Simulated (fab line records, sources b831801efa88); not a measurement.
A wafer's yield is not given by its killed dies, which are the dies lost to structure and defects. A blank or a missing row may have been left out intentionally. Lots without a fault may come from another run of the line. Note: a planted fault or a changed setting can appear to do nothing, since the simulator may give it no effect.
fab line records	flow sky130
record lots=12	wafers=36	lastDay=50
route steps=708 shown CONTACT@430 METAL1@435 PAD_OPEN@708
lots untouched by any fault: they come from a run of this same line in which no faults occurred
startH: start of the lot's first displayed wafer, in hours after the record's first day	waitH: time in hours since the lot's previous step	" as in the row above	L1.1+2: several wafers, shown together as one row	- no value, or no start given	* or withheld: withheld	< > ~ a bound
route shown NAME@n: names a module that has steps shown in the file, with the first one's number in the route	usual: mean and standard deviation over wafers with no fault	same: alike in all rows	chamber/n: place in a boat	sites: per-site readings	_std_site: the standard deviation of these	_edge_site: outer sites' mean less inner sites'	radiusMm: how far each site lies from the wafer's centre	mask NAME#n: copy n	behind: tool/chamber where the wafer was last shaped	hold: why the lot was held/for how many hours/how that ended	device: which transistor (n, p or np) failed to switch	end of line: the same wafers' tests at the end of the route	a step without rows: its recipe alone	killed: the dies lost at the first sort to structure and to defects; this is not the yield of the wafer	map: dies across one wafer; x = killed, . = not, _ = none there
set.NAME: the setting that was run; set.NAME@STEP: the one run at that earlier step	model.NAME: the simulator's own value behind a step, which no gauge read
a sample of lots followed through the steps of the route, with each step as a table and each wafer as a row
services: when a tool's chamber went out of use (startH, in hours from the record's first day, below 0 if earlier), for how many hours, and the reason
## steps
# step SKY_CONTACT_CVD_24
# recipe material=W	targetThkNm=340	timeS=102.12	tempC=400	pressureTorr=40
# usual heaterPowerW=916/69
lot.wafer	tool	chamber	startH	waitH	heaterPowerW
L117.2	cvdW-02	1	728.74	0.1	852
L117.3	"	1	"	"	890
L117.6	"	1	"	"	865
L119.1	cvdW-02	1	748.04	0.0	847
L119.4	"	1	"	"	864
L119.5	"	1	"	"	889
L120.4	cvdW-01	1	760.39	0.1	1026
L120.5	"	0	"	"	856
L120.6	"	1	"	"	1032
L122.4	cvdW-02	0	775.26	0.0	918
L122.5	"	1	"	"	857
L122.6	"	0	"	"	950
L123.1	cvdW-01	0	777.67	0.0	855
L123.3	"	0	"	"	847
L123.6	"	1	"	"	990
L124.3	cvdW-01	0	786.89	0.1	857
L124.4	"	1	"	"	1020
L124.5	"	0	"	"	881
L126.1	cvdW-02	1	806.02	0.1	865
L126.2	"	1	"	"	856
L126.3	"	1	"	"	847
L127.4	cvdW-02	1	818.87	5.1	860
L127.5	"	0	"	"	928
L127.6	"	1	"	"	874
L130.3	cvdW-01	0	836.46	0.1	859
L130.5	"	0	"	"	873
L130.6	"	1	"	"	1056
L132.1	cvdW-01	1	849.55	0.0	1045
L132.5	"	1	"	"	1053
L132.6	"	0	"	"	860
L137.4	cvdW-02	0	890.11	0.1	928
L137.5	"	1	"	"	876
L137.6	"	0	"	"	939
L138.3	cvdW-01	1	891.73	0.1	1047
L138.5	"	1	"	"	1029
L138.6	"	1	"	"	1041
# step SKY_METAL1_SPUTTER_01
# recipe material=TiN	targetThkNm=20	powerW=6500	timeS=16.2	chamberPressurePa=0.4
# usual throttleValvePct=30.1/1.4
lot.wafer	tool	chamber	startH	waitH	throttleValvePct
L117.2	pvdSputter-01	-	729.68	0.0	31.5
L117.3	"	-	"	"	30.1
L117.6	"	-	"	"	30.1
L119.1	pvdSputter-01	-	748.65	0.0	31.4
L119.4	"	-	"	"	27.9
L119.5	"	-	"	"	31.8
L120.4	pvdSputter-01	-	760.98	0.0	32.0
L120.5	"	-	"	"	29.9
L120.6	"	-	"	"	27.7
L122.4	pvdSputter-01	-	775.84	0.0	32.0
L122.5	"	-	"	"	30.0
L122.6	"	-	"	"	27.7
L123.1	pvdSputter-02	-	778.33	0.0	28.9
L123.3	"	-	"	"	27.7
L123.6	"	-	"	"	30.6
L124.3	pvdSputter-02	-	787.46	0.0	27.6
L124.4	"	-	"	"	29.0
L124.5	"	-	"	"	30.6
L126.1	pvdSputter-04	-	806.74	0.0	30.5
L126.2	"	-	"	"	29.6
L126.3	"	-	"	"	30.5
L127.4	pvdSputter-02	-	819.45	0.0	27.6
L127.5	"	-	"	"	31.4
L127.6	"	-	"	"	27.7
L130.3	pvdSputter-01	-	837.03	0.0	31.9
L130.5	"	-	"	"	31.6
L130.6	"	-	"	"	27.6
L132.1	pvdSputter-04	-	850.18	0.0	30.5
L132.5	"	-	"	"	29.7
L132.6	"	-	"	"	30.6
L137.4	pvdSputter-02	-	890.69	0.0	31.4
L137.5	"	-	"	"	29.3
L137.6	"	-	"	"	30.6
L138.3	pvdSputter-02	-	892.37	0.0	30.6
L138.5	"	-	"	"	31.6
L138.6	"	-	"	"	30.4
# step SKY_METAL1_SPUTTER_04
# recipe material=TiN	targetThkNm=70	powerW=6500	timeS=58.3	chamberPressurePa=0.4
# usual throttleValvePct=30.1/1.4
lot.wafer	tool	chamber	startH	waitH	throttleValvePct
L117.2	pvdSputter-01	-	729.75	0.0	31.8
L117.3	"	-	"	"	29.9
L117.6	"	-	"	"	29.9
L119.1	pvdSputter-01	-	748.72	0.0	31.4
L119.4	"	-	"	"	27.7
L119.5	"	-	"	"	31.9
L120.4	pvdSputter-01	-	761.06	0.0	32.1
L120.5	"	-	"	"	30.2
L120.6	"	-	"	"	27.5
L122.4	pvdSputter-01	-	775.92	0.0	31.6
L122.5	"	-	"	"	29.9
L122.6	"	-	"	"	27.4
L123.1	pvdSputter-02	-	778.40	0.0	29.2
L123.3	"	-	"	"	27.7
L123.6	"	-	"	"	30.7
L124.3	pvdSputter-02	-	787.53	0.0	27.8
L124.4	"	-	"	"	29.3
L124.5	"	-	"	"	30.5
L126.1	pvdSputter-04	-	806.81	0.0	30.6
L126.2	"	-	"	"	29.4
L126.3	"	-	"	"	30.5
L127.4	pvdSputter-02	-	819.51	0.0	27.5
L127.5	"	-	"	"	31.4
L127.6	"	-	"	"	28.1
L130.3	pvdSputter-01	-	837.10	0.0	32.0
L130.5	"	-	"	"	31.4
L130.6	"	-	"	"	27.5
L132.1	pvdSputter-04	-	850.32	0.0	30.6
L132.5	"	-	"	"	29.5
L132.6	"	-	"	"	30.5
L137.4	pvdSputter-02	-	890.76	0.0	31.4
L137.5	"	-	"	"	29.2
L137.6	"	-	"	"	30.7
L138.3	pvdSputter-02	-	892.44	0.0	30.4
L138.5	"	-	"	"	31.5
L138.6	"	-	"	"	30.6
# step SKY_METAL1_THK_MEAS_06
# recipe thkMeasGauge=xrf	reads=AlCu_of_METAL1_SPUTTER_02
# usual METAL1_ALCU_THK=249.1/2.5
lot.wafer	tool	chamber	startH	waitH	METAL1_ALCU_THK[nm]
L117.2	filmMetro-04	-	729.93	0.1	251.0
L117.3	"	-	"	"	252.3
L117.6	"	-	"	"	249.2
L119.1	filmMetro-03	-	748.89	0.1	246.5
L119.4	"	-	"	"	245.7
L119.5	"	-	"	"	247.0
L120.4	filmMetro-02	-	761.23	0.1	247.0
L120.5	"	-	"	"	247.6
L120.6	"	-	"	"	247.2
L122.4	filmMetro-02	-	776.10	0.1	248.8
L122.5	"	-	"	"	247.7
L122.6	"	-	"	"	247.1
L123.1	filmMetro-04	-	778.57	0.1	249.5
L123.3	"	-	"	"	250.5
L123.6	"	-	"	"	250.8
L124.3	filmMetro-04	-	787.72	0.1	252.5
L124.4	"	-	"	"	249.2
L124.5	"	-	"	"	252.1
L126.1	filmMetro-03	-	806.98	0.1	250.0
L126.2	"	-	"	"	249.7
L126.3	"	-	"	"	250.4
L127.4	filmMetro-03	-	819.71	0.1	247.2
L127.5	"	-	"	"	247.9
L127.6	"	-	"	"	249.5
L130.3	filmMetro-03	-	837.29	0.1	259.9
L130.5	"	-	"	"	258.4
L130.6	"	-	"	"	261.8
L132.1	filmMetro-02	-	850.54	0.1	252.0
L132.5	"	-	"	"	254.8
L132.6	"	-	"	"	252.3
L137.4	filmMetro-04	-	890.96	0.1	249.5
L137.5	"	-	"	"	248.4
L137.6	"	-	"	"	249.4
L138.3	filmMetro-04	-	892.63	0.1	246.5
L138.5	"	-	"	"	249.8
L138.6	"	-	"	"	248.7
# step SKY_METAL1_DESCUM_17
# recipe chemistry=O2	sourcePowerW=150	biasPowerW=0	pressureMtorr=10	tempC=40	timeS=8
# usual drypumpMotorCurrentA=5.5/0.52	oesProductAu=1.003/0.0062
# same biasPowerW=0
lot.wafer	tool	chamber	startH	waitH	drypumpMotorCurrentA	oesProductAu	rfHoursCounterH
L117.2	rieMetal-01	1	756.66	0.0	5.7	0.998	13
L117.3	"	0	"	"	4.9	1.001	-
L117.6	"	1	"	"	5.7	1.002	-
L119.1	rieMetal-03	0	776.12	0.0	5.7	0.996	2
L119.4	"	0	"	"	5.7	1.014	-
L119.5	"	1	"	"	5.0	0.998	-
L120.4	rieMetal-03	1	787.66	0.0	5.0	1.014	-
L120.5	"	0	"	"	5.7	1.006	-
L120.6	"	1	"	"	5.0	1.021	-
L122.4	rieMetal-01	1	802.36	0.0	5.7	1.009	-
L122.5	"	1	"	"	5.7	1.013	-
L122.6	"	0	"	"	4.8	1.001	-
L123.1	rieMetal-02	1	804.60	0.0	6.5	1.009	9
L123.3	"	1	"	"	6.5	1.006	-
L123.6	"	0	"	"	6.3	1.002	-
L124.3	rieMetal-03	1	814.48	0.0	5.0	0.993	-
L124.4	"	0	"	"	5.7	0.997	-
L124.5	"	1	"	"	5.0	1.002	-
L126.1	rieMetal-03	0	832.30	0.0	5.7	1.000	4
L126.2	"	1	"	"	5.0	1.014	11
L126.3	"	1	"	"	5.0	1.000	-
L127.4	rieMetal-01	0	845.36	0.0	4.9	1.002	-
L127.5	"	0	"	"	4.9	0.997	-
L127.6	"	1	"	"	5.7	1.002	-
L130.3	rieMetal-03	0	863.86	0.0	5.7	1.001	-
L130.5	"	1	"	"	5.0	1.009	-
L130.6	"	0	"	"	5.8	0.991	-
L132.1	rieMetal-03	1	876.62	0.0	5.0	1.009	13
L132.5	"	1	"	"	5.0	1.002	-
L132.6	"	0	"	"	5.8	1.001	-
L137.4	rieMetal-03	0	915.66	0.0	5.7	0.993	-
L137.5	"	0	"	"	5.7	0.999	-
L137.6	"	1	"	"	5.0	0.995	-
L138.3	rieMetal-01	1	917.66	0.0	5.6	1.003	-
L138.5	"	1	"	"	5.6	1.009	-
L138.6	"	1	"	"	5.6	1.009	-
# step SKY_PAD_OPEN_PROBE_99
# usual defectLimitedYield=82.2/1.7	killed_at_M0_to_M3=44/6.3	killed_at_M4_up=3.1/2	killedAtContacts=24/4.8	killedAtFrontEnd=15/4.6	killedAtOther=0.2/0.51	killedDies=87/8.4	killedOpen=48/6.4	killedShort=39/5.9	sort_bin_3_pad_short=0.9/0.41	sort_bin_5_function=10.5/1.4	sort_bin_6_memory=6.3/1.1	sortNPass=405/8.4	sortYieldPct=82.2/1.7
# same grossDies=492	killedAtBackSide=0	sort_bin_4_leakage[%]=0	sort_bin_8_speed[%]=0
lot.wafer	tool	chamber	startH	waitH	defectLimitedYield[%]	killed_at_M0_to_M3	killed_at_M4_up	killedAtContacts	killedAtFrontEnd	killedAtOther	killedDies	killedOpen	killedShort	sort_bin_3_pad_short[%]	sort_bin_5_function[%]	sort_bin_6_memory[%]	sortNPass	sortYieldPct[%]
L127.4	prober-02	-	1137.80	0.2	79.1	54	5	18	26	0	103	50	53	1.0	10.8	9.1	389	79.1
L127.5	prober-02	-	1137.85	0.2	82.1	45	4	23	16	0	88	50	38	1.6	9.8	6.5	404	82.1
L127.6	prober-02	-	1137.90	0.2	85.0	45	0	17	11	1	74	46	28	0.6	9.3	5.1	418	85.0
L130.5	prober-01	-	1152.41	0.2	80.9	51	2	29	10	2	94	53	40	0.6	12.2	6.3	398	80.9
L137.4	prober-02	-	1188.10	0.2	83.7	40	6	19	15	0	80	41	39	1.0	9.3	5.9	412	83.7
L137.5	prober-02	-	1188.15	0.2	86.0	30	1	26	12	0	69	43	26	0.2	9.1	4.7	423	86.0
L137.6	prober-02	-	1188.20	0.2	82.7	40	4	23	18	0	85	37	48	1.6	10.0	5.7	407	82.7
# killed by level:class
L127.4 VIA1:geometricParticle:open=20 VIA3:geometricParticle:short=7 POLY_GATE:geometricParticle:short=6 LI_CONTACT:geometricParticle:open=6 VIA1:geometricParticle:short=6 LOCAL_INTERCONNECT:geometricParticle:short=5 VIA3:geometricParticle:open=5 SONOS_ONO:geometricParticle:short=4
L127.5 CONTACT:geometricParticle:open=10 VIA3:geometricParticle:open=9 VIA1:geometricParticle:open=9 METAL2:geometricParticle:short=7 LI_CONTACT:geometricParticle:open=6 POLY_GATE:geometricParticle:short=5 CONTACT:geometricParticle:short=5 VIA1:geometricParticle:short=5
L127.6 VIA1:geometricParticle:open=10 VIA2:geometricParticle:open=7 LI_CONTACT:geometricParticle:open=6 CONTACT:geometricParticle:open=6 VIA3:geometricParticle:short=5 VIA3:geometricParticle:open=5 FIELD_ISO:geometricParticle:open=4 VIA1:geometricParticle:short=4
L130.5 VIA1:geometricParticle:open=14 CONTACT:geometricParticle:open=12 VIA1:geometricParticle:short=10 LI_CONTACT:geometricParticle:open=9 VIA3:geometricParticle:open=9 SPACER:geometricParticle:open=4 LI_CONTACT:geometricParticle:short=4 METAL1:geometricParticle:short=4
L137.4 VIA1:geometricParticle:open=10 CONTACT:geometricParticle:open=7 CONTACT:geometricParticle:short=7 FIELD_ISO:geometricParticle:open=5 VIA2:geometricParticle:open=5 VIA3:geometricParticle:open=5 VIA1:geometricParticle:short=4 METAL3:geometricParticle:short=4
L137.5 CONTACT:geometricParticle:open=10 VIA2:geometricParticle:open=8 LI_CONTACT:geometricParticle:open=6 METAL1:geometricParticle:short=5 VIA1:geometricParticle:open=4 POLY_GATE:geometricParticle:open=4 LOCAL_INTERCONNECT:geometricParticle:short=4 VIA3:geometricParticle:open=4
L137.6 METAL2:geometricParticle:short=9 CONTACT:geometricParticle:open=7 VIA3:geometricParticle:open=7 FIELD_ISO:geometricParticle:short=6 CONTACT:geometricParticle:short=6 VIA1:geometricParticle:open=6 POLY_GATE:geometricParticle:short=5 LI_CONTACT:geometricParticle:open=5
## services
tool	chamber	startH	hours	kind
pvdSputter-01	-	706.86	1.1	repair
rieMetal-01	-	713.78	0.3	repair
pvdSputter-02	-	718.91	5.3	repair
cvdW-01	1	720.75	6.2	repair
cvdW-02	0	723.04	8.1	repair
rieMetal-01	0	723.53	4.9	repair
rieMetal-03	-	739.18	14.6	pm
pvdSputter-02	-	751.22	4.7	repair
cvdW-02	0	776.55	2.5	repair
pvdSputter-04	-	778.15	0.7	repair
cvdW-02	-	781.77	6.9	pm
cvdW-01	-	793.60	37.2	repair
cvdW-02	0	801.81	11.4	repair
cvdW-02	-	813.32	5.5	repair
cvdW-01	-	833.81	2.3	repair
pvdSputter-01	-	865.20	1.9	repair
rieMetal-03	-	868.31	2.8	pm
cvdW-01	0	874.94	3.7	repair
pvdSputter-01	-	887.18	3.8	repair
cvdW-01	0	889.31	4.1	repair
rieMetal-03	-	902.52	1.4	pm
pvdSputter-02	-	903.76	0.9	repair
cvdW-02	-	904.00	14.0	pm
pvdSputter-01	-	914.43	2.3	repair
## key
firstSign step=SKY_METAL1_THK_MEAS_06	reading=METAL1_ALCU_THK	direction=up	sigmas=4.4	usual=249.1	struck=260.0
effect none on later readings
metAt SKY_METAL1_SPUTTER_04
struckLots L130
notActingAt SKY_CONTACT_CVD_24,SKY_METAL1_SPUTTER_01,SKY_METAL1_DESCUM_17
onsetBetween 775.92 837.10
fault kind=siteProfileDrift	tool=pvdSputter-01	chamber=-	onsetH=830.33	steps=SKY_METAL1_SPUTTER_04	basis=fraction	maxAbsDrift=0.43728	slopeSharePerHr=97.173	sitePattern=0,0,0,0,0,-1,-1,-1,-1
